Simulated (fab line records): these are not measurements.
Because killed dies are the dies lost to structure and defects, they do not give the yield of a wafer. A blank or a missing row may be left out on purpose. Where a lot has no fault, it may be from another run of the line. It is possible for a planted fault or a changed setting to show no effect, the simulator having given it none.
Matching of chambers || flow sky130 || SKY_LI_CONTACT_CMP_02 on cmp-02 has 4 sister chambers
The step polishes PSG. 4 wafers are shown with their chamber, then 10 later ones without.

WAFERS, EACH WITH ITS CHAMBER
{"wafer": "L087.2", "chamber": 2, "motor current A (A)": 13.4}
{"wafer": "L087.6", "chamber": 0, "motor current A (A)": 11.3}
{"wafer": "L089.1", "chamber": 1, "motor current A (A)": 12.0}
{"wafer": "L089.5", "chamber": 3, "motor current A (A)": 13.4}

WAFERS WITH NO CHAMBER GIVEN
{"wafer": "L089.6", "motor current A (A)": 13.6}
{"wafer": "L093.1", "motor current A (A)": 13.0}
{"wafer": "L093.2", "motor current A (A)": 11.4}
{"wafer": "L093.4", "motor current A (A)": 11.8}
{"wafer": "L094.1", "motor current A (A)": 11.7}
{"wafer": "L094.4", "motor current A (A)": 11.5}
{"wafer": "L094.5", "motor current A (A)": 13.9}
{"wafer": "L096.2", "motor current A (A)": 11.4}
{"wafer": "L096.4", "motor current A (A)": 13.9}
{"wafer": "L096.5", "motor current A (A)": 13.3}

WHICH CHAMBER EACH ONE RAN IN
{"wafer": "L089.6", "from the rows above": "can't be placed: 2 or 3", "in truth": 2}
{"wafer": "L093.1", "from the rows above": "can't be placed: 2 or 3 or 1", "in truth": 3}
{"wafer": "L093.2", "from the rows above": "can't be placed: 0 or 1", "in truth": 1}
{"wafer": "L093.4", "from the rows above": "can't be placed: 1 or 0", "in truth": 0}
{"wafer": "L094.1", "from the rows above": "can't be placed: 1 or 0", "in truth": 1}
{"wafer": "L094.4", "from the rows above": "can't be placed: 0 or 1", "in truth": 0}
{"wafer": "L094.5", "from the rows above": "can't be placed: 2 or 3", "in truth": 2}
{"wafer": "L096.2", "from the rows above": "can't be placed: 0 or 1", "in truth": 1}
{"wafer": "L096.4", "from the rows above": "can't be placed: 2 or 3", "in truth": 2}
{"wafer": "L096.5", "from the rows above": "can't be placed: 2 or 3", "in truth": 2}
0 of 10 placed correctly. Not placeable from these rows: 10 (in 10, the candidates include the true chamber). Number placed wrongly: 0.
How it was worked out, from the rows above alone: a wafer's distance from a chamber is the root of the sum, over the readings, of the square of ((its reading less the chamber's mean) divided by the reading's scatter). The wafer belongs to the nearest chamber; if the next one is less than 2 further off, it can't be placed. Each chamber's mean is taken over the wafers shown for it. The scatter: with one shown wafer a chamber, the root of the mean of the squares of how far each hidden wafer lies from its nearest shown one.
